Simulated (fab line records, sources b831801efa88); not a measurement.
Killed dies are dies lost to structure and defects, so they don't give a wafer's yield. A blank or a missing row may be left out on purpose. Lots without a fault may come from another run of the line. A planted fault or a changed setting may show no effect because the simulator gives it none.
fab line records | flow gf180mcu | part 2 of 2: steps 24 to 34 of 34
record lots=5 wafers=15 last_day=34
route steps=602 shown POLY_GATE@164 HV_LDD@176
lots that met no fault: from a run of the same line without faults
start_h: hours from the record's first day to the start of the lot's first wafer shown | wait_h: hours since the lot's step before | " the same as in the row above | L1.1+2: a row that stands for several wafers | - no value, or no start given | * or withheld: withheld | < > ~ a bound
route shown NAME@n: a module of which the file shows steps, and the number in the route of the first | usual: mean/standard deviation of fault-free wafers | same: alike in all rows | chamber/n: place in a boat | sites: the reading at each site | _std_site: their standard deviation | _edge_site: outer sites' mean less inner sites' | radius_mm: how far each site lies from the wafer's centre | mask NAME#n: copy n | behind: the tool/chamber that last shaped the wafer | hold: why the lot was held/for how many hours/how that ended | device: the transistor (n, p or np) that didn't switch | end of line: the same wafers' tests at the end of the route | a step without rows: its recipe alone | killed: dies lost to structure and defects at the first sort, not the wafer's yield | map: a wafer's dies, x killed, . not, _ none there
set.NAME: the setting as run; set.NAME@STEP: as run at that earlier step | model.NAME: the simulator's own value behind a step, which no gauge read
lots at some steps of the route; a table a step, a row a wafer
services: from which hour (start_h, from the record's first day; less than 0 if before it) a tool's chamber was out of use, for how many hours, and why
## steps
# step GF_HV_LDD_TW_MEAS_11
# usual HV_LDD_TW=2419/22
# columns lot.wafer tool chamber start_h wait_h HV_LDD_TW
L074.2 film_metro-01 - 220.47 0.1 2437
L074.3 " - " " 2423
L074.4 " - " " 2448
L085.3 film_metro-01 - 298.52 0.1 2433
L085.4 " - " " 2424
L085.6 " - " " 2422
L087.2 film_metro-01 - 310.91 0.1 2421
L087.5 " - " " 2432
L087.6 " - " " 2436
L092.1 film_metro-02 - 346.75 0.1 2424
L092.4 " - " " 2425
L092.6 " - " " 2439
L097.4 film_metro-02 - 390.38 0.1 2409
L097.5 " - " " 2412
L097.6 " - " " 2408
# step GF_HV_LDD_DEHYDRATE_12
# recipe temp_c=200 time_s=60
# usual exhaust_pa=44.9/0.86
# columns lot.wafer tool chamber start_h wait_h exhaust_pa
L074.2 litho_track-02 0 228.75 8.3 45.6
L074.3 " 0 " " 44.1
L074.4 " 0 " " 45.7
L085.3 litho_track-01 0 308.19 9.7 43.9
L085.4 " 0 " " 45.9
L085.6 " 0 " " 44.6
L087.2 litho_track-01 0 320.71 9.8 45.4
L087.5 " 0 " " 45.1
L087.6 " 0 " " 45.4
L092.1 litho_track-01 0 357.29 10.5 43.4
L092.4 " 0 " " 44.6
L092.6 " 0 " " 46.0
L097.4 litho_track-01 0 400.96 10.6 45.3
L097.5 " 0 " " 45.0
L097.6 " 0 " " 44.3
# step GF_HV_LDD_HMDS_13
# recipe prime_time_s=60 prime_temp_c=120
# usual exhaust_pa=45.0/0.97
# columns lot.wafer tool chamber start_h wait_h exhaust_pa
L074.2 litho_track-02 0 228.90 0.1 43.5
L074.3 " 0 " " 44.5
L074.4 " 0 " " 44.6
L085.3 litho_track-01 0 308.34 0.1 45.4
L085.4 " 0 " " 45.7
L085.6 " 0 " " 45.0
L087.2 litho_track-01 0 320.86 0.1 46.4
L087.5 " 0 " " 46.4
L087.6 " 0 " " 47.5
L092.1 litho_track-01 0 357.44 0.1 44.6
L092.4 " 0 " " 43.7
L092.6 " 0 " " 45.4
L097.4 litho_track-01 0 401.11 0.1 46.3
L097.5 " 0 " " 45.4
L097.6 " 0 " " 46.3
# step GF_HV_LDD_COAT_14
# recipe resist=NOVOLAK spin_rpm=3000 resist_thk_nm=1000
# usual dispense_pressure_kPa=49.5/2.9 exhaust_pa=45.1/0.9
# columns lot.wafer tool chamber start_h wait_h dispense_pressure_kPa exhaust_pa
L074.2 litho_track-02 0 229.05 0.1 45.5 45.4
L074.3 " 0 " " 45.4 46.0
L074.4 " 0 " " 45.5 45.3
L085.3 litho_track-01 0 308.49 0.1 52.1 46.1
L085.4 " 0 " " 52.2 46.1
L085.6 " 0 " " 52.1 45.2
L087.2 litho_track-01 0 321.01 0.1 52.1 46.1
L087.5 " 0 " " 52.1 45.2
L087.6 " 0 " " 52.1 45.8
L092.1 litho_track-01 0 357.59 0.1 52.1 44.4
L092.4 " 0 " " 52.1 43.8
L092.6 " 0 " " 52.2 44.6
L097.4 litho_track-01 0 401.26 0.1 52.1 44.1
L097.5 " 0 " " 52.1 44.3
L097.6 " 0 " " 52.2 44.2
# step GF_HV_LDD_SOFTBAKE_15
# recipe temp_c=90 time_s=60 resist=NOVOLAK
# usual exhaust_pa=45.1/0.86
# columns lot.wafer tool chamber start_h wait_h exhaust_pa
L074.2 litho_track-02 0 229.20 0.1 46.2
L074.3 " 0 " " 44.7
L074.4 " 0 " " 43.9
L085.3 litho_track-01 0 308.64 0.1 45.6
L085.4 " 0 " " 44.8
L085.6 " 0 " " 44.4
L087.2 litho_track-01 0 321.16 0.1 44.4
L087.5 " 0 " " 45.5
L087.6 " 0 " " 45.0
L092.1 litho_track-01 0 357.74 0.1 45.2
L092.4 " 0 " " 43.6
L092.6 " 0 " " 45.6
L097.4 litho_track-01 0 401.41 0.1 44.8
L097.5 " 0 " " 45.6
L097.6 " 0 " " 46.6
# step GF_HV_LDD_EXPOSE_16
# recipe mask_id=Pplus_LV_AREA target_cd_nm=400 na=0.6 source_shape=conventional sigma_outer=0.6 dose_mj=140
# usual stage_vel_mm_s=500.02/0.27
# columns lot.wafer tool chamber start_h wait_h mask stage_vel_mm_s
L074.2 iline_stepper-01 0 - - Pplus_LV_AREA#0 499.84
L074.3 " 0 " " Pplus_LV_AREA#0 499.85
L074.4 " 0 " " Pplus_LV_AREA#0 499.66
L085.3 iline_stepper-02 0 - - Pplus_LV_AREA#0 499.52
L085.4 " 0 " " Pplus_LV_AREA#0 500.05
L085.6 " 0 " " Pplus_LV_AREA#0 499.81
L087.2 iline_stepper-01 0 - - Pplus_LV_AREA#0 500.45
L087.5 " 0 " " Pplus_LV_AREA#0 500.29
L087.6 " 0 " " Pplus_LV_AREA#0 500.23
L092.1 iline_stepper-02 0 - - Pplus_LV_AREA#0 500.28
L092.4 " 0 " " Pplus_LV_AREA#0 500.58
L092.6 " 0 " " Pplus_LV_AREA#0 500.21
L097.4 iline_stepper-02 0 - - Pplus_LV_AREA#0 500.35
L097.5 " 0 " " Pplus_LV_AREA#0 500.34
L097.6 " 0 " " Pplus_LV_AREA#0 500.07
# step GF_HV_LDD_PEB_17
# recipe temp_c=withheld time_s=* resist=NOVOLAK
# usual exhaust_pa=45.2/0.86
# columns lot.wafer tool chamber start_h wait_h exhaust_pa
L074.2 litho_track-02 0 - - 46.4
L074.3 " 0 " " 46.8
L074.4 " 0 " " 45.6
L085.3 litho_track-02 0 - - 45.1
L085.4 " 0 " " 46.5
L085.6 " 0 " " 44.9
L087.2 litho_track-01 0 - - 45.9
L087.5 " 0 " " 46.6
L087.6 " 0 " " 45.6
L092.1 litho_track-03 0 - - 45.3
L092.4 " 0 " " 44.4
L092.6 " 0 " " 45.2
L097.4 litho_track-02 0 - - 46.1
L097.5 " 0 " " 44.7
L097.6 " 0 " " 44.0
# step GF_HV_LDD_DEVELOP_18
# recipe develop_time_s=60 dev_temp_c=23
# usual exhaust_pa=44.9/0.81
# same develop_time_s=60
# columns lot.wafer tool chamber start_h wait_h exhaust_pa
L074.2 litho_track-02 0 238.20 0.1 43.2
L074.3 " 0 " " 45.7
L074.4 " 0 " " 44.8
L085.3 litho_track-02 0 318.62 0.1 44.6
L085.4 " 0 " " 45.3
L085.6 " 0 " " 45.1
L087.2 litho_track-01 0 331.36 0.1 45.4
L087.5 " 0 " " 45.7
L087.6 " 0 " " 45.6
L092.1 litho_track-03 0 368.65 0.1 44.9
L092.4 " 0 " " 45.3
L092.6 " 0 " " 45.4
L097.4 litho_track-02 0 413.40 0.1 45.5
L097.5 " 0 " " 45.7
L097.6 " 0 " " 44.2
# step GF_HV_LDD_CD_MEAS_19
# recipe target_cd_nm=400
# usual cd_nm=399.4/2.5
# columns lot.wafer tool chamber start_h wait_h cd_nm
L074.2 cd_sem-02 - 238.34 0.1 397.2
L074.3 " - " " 392.3
L074.4 " - " " 395.5
L085.3 cd_sem-01 - 318.76 0.1 398.4
L085.4 " - " " 400.9
L085.6 " - " " 398.6
L087.2 cd_sem-02 - 331.51 0.1 402.8
L087.5 " - " " 403.1
L087.6 " - " " 402.2
L092.1 cd_sem-01 - 368.80 0.1 400.6
L092.4 " - " " 399.7
L092.6 " - " " 401.1
L097.4 cd_sem-02 - 413.53 0.1 398.8
L097.5 " - " " 398.4
L097.6 " - " " 399.8
# step GF_HV_LDD_OVL_MEAS_20
# usual HV_LDD_01_OVL=1.1/1.6
# columns lot.wafer tool chamber start_h wait_h HV_LDD_01_OVL[nm]
L074.2 overlay-01 - 238.45 0.1 0.7
L074.3 " - " " 0.2
L074.4 " - " " 0.6
L085.3 overlay-02 - 318.85 0.1 0.6
L085.4 " - " " 1.2
L085.6 " - " " 0.1
L087.2 overlay-01 - 331.62 0.1 2.3
L087.5 " - " " 2.3
L087.6 " - " " 2.5
L092.1 overlay-01 - 368.92 0.1 1.6
L092.4 " - " " 1.0
L092.6 " - " " 1.2
L097.4 overlay-02 - 413.61 0.1 1.0
L097.5 " - " " 1.1
L097.6 " - " " 1.0
# step GF_HV_LDD_IMPLANT_21
# recipe species=BF2 energy_kev=25 dose_cm2=5e+13 tilt_deg=7
# usual dose_ions_cm2=5e+13/5.5e+10
# columns lot.wafer tool chamber start_h wait_h dose_ions_cm2
L074.2 implanter-01 0 238.50 0.0 5e+13
L074.3 " 0 " " 5.002e+13
L074.4 " 0 " " 5.004e+13
L085.3 implanter-02 0 318.93 0.1 4.999e+13
L085.4 " 0 " " 4.999e+13
L085.6 " 0 " " 4.999e+13
L087.2 implanter-02 0 331.67 0.0 5e+13
L087.5 " 0 " " 4.991e+13
L087.6 " 0 " " 4.99e+13
L092.1 implanter-02 0 368.96 0.0 5.001e+13
L092.4 " 0 " " 4.998e+13
L092.6 " 0 " " 5.008e+13
L097.4 implanter-01 0 413.70 0.1 5.005e+13
L097.5 " 0 " " 5e+13
L097.6 " 0 " " 5.007e+13
## services
# columns tool chamber start_h hours kind
plasma_asher-01 - 174.08 3.6 repair
plasma_asher-01 - 178.11 14.2 repair
plasma_asher-02 - 183.95 2.8 pm
iline_stepper-01 - 191.47 5.3 repair
rie_diel-04 - 193.46 2.8 pm
plasma_asher-01 - 196.50 3.9 repair
implanter-04 - 201.33 1.8 repair
rie_si-02 - 217.90 2.8 pm
krf_scanner-02 - 218.47 0.8 pm
rie_diel-04 - 274.94 1.2 repair
iline_stepper-01 - 284.29 2.1 pm
rie_diel-04 1 296.19 6.0 repair
iline_stepper-01 - 302.05 4.4 pm
iline_stepper-01 - 306.49 1.7 pm
furnace-01 - 308.50 4.7 pm
rie_diel-04 2 312.14 2.5 repair
rie_si-02 3 325.27 2.5 repair
furnace-01 - 325.58 3.3 pm
implanter-04 - 333.10 6.6 repair
iline_stepper-02 - 349.81 1.7 pm
furnace-01 - 354.82 2.5 pm
rie_diel-04 1 387.91 3.5 repair
rie_diel-04 - 391.91 14.6 pm
implanter-04 - 398.53 5.2 pm
